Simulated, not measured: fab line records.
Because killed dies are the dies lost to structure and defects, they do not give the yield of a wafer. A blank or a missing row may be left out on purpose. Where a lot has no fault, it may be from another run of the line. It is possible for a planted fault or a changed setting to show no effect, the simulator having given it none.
Which tool did it? | flow sky130 | 13 lots, 38 wafers sampled, at 5 steps of a route of 708

## WHAT THE GAUGES READ, wafer by wafer
SKY_PAD_OPEN_BOW_MEAS_13. Usual: for PAD_OPEN_BOW the level is 49 um and the standard deviation is 8.9.
lot  | measured     | on           | PAD_OPEN_BOW (um) | flag
L264 | day 45 16:28 | filmMetro-01 | 45 51 48          | 
L265 | day 45 21:49 | filmMetro-01 | 55 62 53          | 
L266 | day 46 13:09 | filmMetro-01 | 33 29 39          | 
L267 | day 46 14:46 | filmMetro-01 | 52 43 59          | 
L268 | day 47 14:46 | filmMetro-03 | 43 42 43          | 
L270 | day 47 18:53 | filmMetro-02 | 54 54 56          | 
L269 | day 47 20:02 | filmMetro-01 | 48 38 46          | 
L276 | day 48 16:29 | filmMetro-01 | 57 55 38          | 
L278 | day 48 22:38 | filmMetro-01 | 50                | 
L282 | day 49 22:28 | filmMetro-03 | 39 21 37          | 
L284 | day 50 05:19 | filmMetro-01 | 59 49 52          | 
L285 | day 50 08:16 | filmMetro-03 | 56 62 56          | 
L286 | day 50 12:41 | filmMetro-02 | 54 56 68          | 

## TOOL THAT RAN EACH LOT (tool first, then ch and the chambers of the sampled wafers, then the start)
lot  | SKY_CAP2M_METAL_ETCH_13          | SKY_VIA4_CMP_02               | SKY_PASSIVATION_ETCH_11           | SKY_PASSIVATION_STRIP_12
L264 | rieMetal-04 ch 0,1, day 40 15:32 | cmp-01 ch 0,2,3, day 41 17:41 | rieDiel-04 ch 0,1,3, day 44 16:59 | plasmaAsher-04 ch 0,1, day 44 17:06
L265 | rieMetal-02 ch 0,1, day 40 20:50 | cmp-01 ch 1,2,3, day 41 23:05 | rieDiel-04 ch 1,2,3, day 44 22:03 | plasmaAsher-04 ch 0,1, day 44 22:11
L266 | rieMetal-03 ch 0,1, day 41 15:25 | cmp-01 ch 0,1,3, day 42 16:52 | rieDiel-01 ch 0,2,3, day 45 13:50 | plasmaAsher-02 ch 0,1, day 45 13:57
L267 | rieMetal-02 ch 0,1, day 41 17:32 | cmp-02 ch 1,2, day 42 18:55   | rieDiel-03 ch 0,1,2, day 45 16:15 | plasmaAsher-03 ch 0,1, day 45 16:22
L268 | rieMetal-02 ch 0,1, day 42 20:40 | cmp-01 ch 1,2, day 43 21:46   | rieDiel-03 ch 0,2,3, day 46 16:36 | plasmaAsher-04 ch 0,1, day 46 16:44
L270 | rieMetal-03 ch 0,1, day 42 23:56 | cmp-02 ch 0,2,3, day 44 00:48 | rieDiel-04 ch 1,2,3, day 46 20:06 | plasmaAsher-02 ch 0,1, day 46 20:13
L269 | rieMetal-02 ch 0,1, day 43 02:22 | cmp-01 ch 0,3, day 44 02:11   | rieDiel-03 ch 0,2,3, day 46 20:49 | plasmaAsher-03 ch 0, day 46 20:56
L276 | rieMetal-03 ch 0,1, day 44 02:47 | cmp-02 ch 0,1, day 45 02:49   | rieDiel-03 ch 0,1,3, day 47 19:38 | plasmaAsher-02 ch 0,1, day 47 19:45
L278 | rieMetal-02 ch 0,1, day 44 10:06 | cmp-02 ch 0,1, day 45 09:43   | rieDiel-04 ch 0,3, day 48 01:30   | plasmaAsher-04 ch 1, day 48 01:38
L282 | rieMetal-04 ch 0,1, day 45 16:35 | cmp-01 ch 0,1,3, day 46 15:00 | rieDiel-01 ch 0,2,3, day 49 03:24 | plasmaAsher-02 ch 0,1, day 49 03:31
L284 | rieMetal-02 ch 0,1, day 46 00:30 | cmp-01 ch 1,2,3, day 46 23:10 | rieDiel-01 ch 0,2,3, day 49 10:29 | plasmaAsher-03 ch 0,1, day 49 10:38
L285 | rieMetal-03 ch 0,1, day 46 02:32 | cmp-01 ch 2,3, day 47 00:47   | rieDiel-03 ch 1,2,3, day 49 12:42 | plasmaAsher-02 ch 0,1, day 49 12:49
L286 | rieMetal-03 ch 0,1, day 46 12:04 | cmp-02 ch 0,1,3, day 47 10:14 | rieDiel-01 ch 0,3, day 49 18:21   | plasmaAsher-03 ch 0,1, day 49 18:28
- SKY_CAP2M_METAL_ETCH_13: etches TiN in Cl2/BCl3, stops on SiO2, target depth 220 nm, time 62.9 s.
- SKY_VIA4_CMP_02: polishes SiO2.
- SKY_PASSIVATION_ETCH_11: etches the open film in CF4/O2, stops on AlCu, target depth 725 nm, time 161.1 s.
- SKY_PASSIVATION_STRIP_12: strips in O2/N2.

## AS READ BY THE TOOLS THEMSELVES (means over the sampled wafers that have a number; for cases with no such wafer, the mark the record gives instead)
SKY_CAP2M_METAL_ETCH_13. Usual: drypumpMotorCurrentA 5.83 A, standard deviation 0.28; oesProductAu 0.942 a.u., standard deviation 0.0071; throttleValvePct 21.901 %, standard deviation 0.01.
lot  | tool        | drypumpMotorCurrentA (A) | oesProductAu (a.u.) | throttleValvePct (%) | flag
L264 | rieMetal-04 | 5.71                     | 0.945               | 21.912               | 
L265 | rieMetal-02 | 5.94                     | 0.932               | 21.904               | 
L266 | rieMetal-03 | 5.60                     | 0.947               | 21.894               | 
L267 | rieMetal-02 | 5.94                     | 0.951               | 21.899               | 
L268 | rieMetal-02 | 5.92                     | 0.938               | 21.907               | 
L270 | rieMetal-03 | 5.60                     | 0.941               | 21.910               | 
L269 | rieMetal-02 | 5.90                     | 0.942               | 21.897               | 
L276 | rieMetal-03 | 5.59                     | 0.951               | 21.893               | 
L278 | rieMetal-02 | 5.92                     | 0.950               | 21.901               | 
L282 | rieMetal-04 | 5.72                     | 0.940               | 21.902               | 
L284 | rieMetal-02 | 5.94                     | 0.938               | 21.902               | 
L285 | rieMetal-03 | 5.59                     | 0.956               | 21.885               | 
L286 | rieMetal-03 | 5.60                     | 0.943               | 21.909               | 

SKY_VIA4_CMP_02. Usual: headPressurePsi 4.000 psi, standard deviation 0.0087; motorCurrentA 12.1 A, standard deviation 1.
lot  | tool   | headPressurePsi (psi) | motorCurrentA (A) | flag
L264 | cmp-01 | 3.998                 | 12.0              | 
L265 | cmp-01 | 3.991                 | 11.4              | 
L266 | cmp-01 | 4.004                 | 11.1              | 
L267 | cmp-02 | 4.001                 | 12.6              | 
L268 | cmp-01 | 3.991                 | 12.7              | 
L270 | cmp-02 | 3.991                 | 13.1              | 
L269 | cmp-01 | 4.002                 | 10.9              | 
L276 | cmp-02 | 3.999                 | 12.7              | 
L278 | cmp-02 | 3.998                 | 12.6              | 
L282 | cmp-01 | 4.004                 | 11.2              | 
L284 | cmp-01 | 3.999                 | 11.1              | 
L285 | cmp-01 | 4.000                 | 10.9              | 
L286 | cmp-02 | 3.995                 | 12.6              | 

SKY_PASSIVATION_ETCH_11. Usual: drypumpMotorCurrentA 5.7 A, standard deviation 0.46; oesProductAu 0.980 a.u., standard deviation 0.0071; throttleValvePct 5.965 %, standard deviation 0.009.
lot  | tool       | drypumpMotorCurrentA (A) | oesProductAu (a.u.) | throttleValvePct (%) | flag
L264 | rieDiel-04 | 6.0                      | 0.982               | 5.970                | 
L265 | rieDiel-04 | 6.0                      | 0.986               | 5.968                | 
L266 | rieDiel-01 | 5.8                      | 0.979               | 5.964                | 
L267 | rieDiel-03 | 5.0                      | 0.984               | 5.956                | 
L268 | rieDiel-03 | 5.3                      | 0.981               | 5.957                | 
L270 | rieDiel-04 | 6.0                      | 0.989               | 5.969                | 
L269 | rieDiel-03 | 5.3                      | 0.981               | 5.966                | 
L276 | rieDiel-03 | 5.5                      | 0.978               | 5.962                | 
L278 | rieDiel-04 | 6.0                      | 0.929               | 5.939                | OFF
L282 | rieDiel-01 | 5.8                      | 0.975               | 5.971                | 
L284 | rieDiel-01 | 5.8                      | 0.985               | 5.960                | 
L285 | rieDiel-03 | 5.5                      | 0.979               | 5.963                | 
L286 | rieDiel-01 | 5.8                      | 0.982               | 5.973                | 

SKY_PASSIVATION_STRIP_12. Usual: drypumpMotorCurrentA 5.5 A, standard deviation 0.39; oesProductAu 0.661 a.u., standard deviation 0.0044; stripTimeToEndpointS 31.44 s, standard deviation 0.12.
lot  | tool           | drypumpMotorCurrentA (A) | oesProductAu (a.u.) | stripTimeToEndpointS (s) | flag
L264 | plasmaAsher-04 | 5.9                      | 0.661               | 31.48                    | 
L265 | plasmaAsher-04 | 5.9                      | 0.656               | 31.35                    | 
L266 | plasmaAsher-02 | 5.4                      | 0.655               | 31.28                    | 
L267 | plasmaAsher-03 | 5.2                      | 0.659               | 31.56                    | 
L268 | plasmaAsher-04 | 5.8                      | 0.662               | 31.53                    | 
L270 | plasmaAsher-02 | 5.4                      | 0.656               | 31.57                    | 
L269 | plasmaAsher-03 | 5.4                      | 0.663               | 31.56                    | 
L276 | plasmaAsher-02 | 5.5                      | 0.657               | 31.46                    | 
L278 | plasmaAsher-04 | 5.7                      | 0.668               | 31.98                    | OFF
L282 | plasmaAsher-02 | 5.5                      | 0.664               | 31.42                    | 
L284 | plasmaAsher-03 | 5.3                      | 0.661               | 31.54                    | 
L285 | plasmaAsher-02 | 5.5                      | 0.661               | 31.45                    | 
L286 | plasmaAsher-03 | 5.1                      | 0.658               | 31.44                    | 

## THE ANSWER, worked out from the rows above alone
Rule: take the mean of a lot's wafers that have a number; if it is more than 3 standard deviations from the usual mean, the lot is off. Also off: a lot with no number at a reading for which 4 or more lots have one. The other lots that the step has rows for count as sound. The gauges are gone through in route order, then the tools' own readings, and for those a lot's mean is taken as printed above. At the first step where some lot is off, the reading lying furthest off is the one used; lots without a number count as furthest.
Off at SKY_PASSIVATION_ETCH_11 (oesProductAu): L278.
A tool fits if, at that step or a process step before it, it ran every lot that is off, and no sound lot after the first of them. One fits: rieDiel-04 at SKY_PASSIVATION_ETCH_11. Its last sound lot is L270 (day 46 20:06), its first lot that is off L278 (day 48 01:30): a fault that began between those two fits.
The tool's own readings at SKY_PASSIVATION_ETCH_11 bear it out: on the lots that are off they differ by more than 5 times the standard deviation of the sound lots' means. oesProductAu reads 0.929 a.u. there against 0.982 a.u. on the sound lots.

## WHAT HAD BEEN PUT IN BY THE SIMULATOR
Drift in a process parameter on rieDiel-04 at SKY_PASSIVATION_ETCH_11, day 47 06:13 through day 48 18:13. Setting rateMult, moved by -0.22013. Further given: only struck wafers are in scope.
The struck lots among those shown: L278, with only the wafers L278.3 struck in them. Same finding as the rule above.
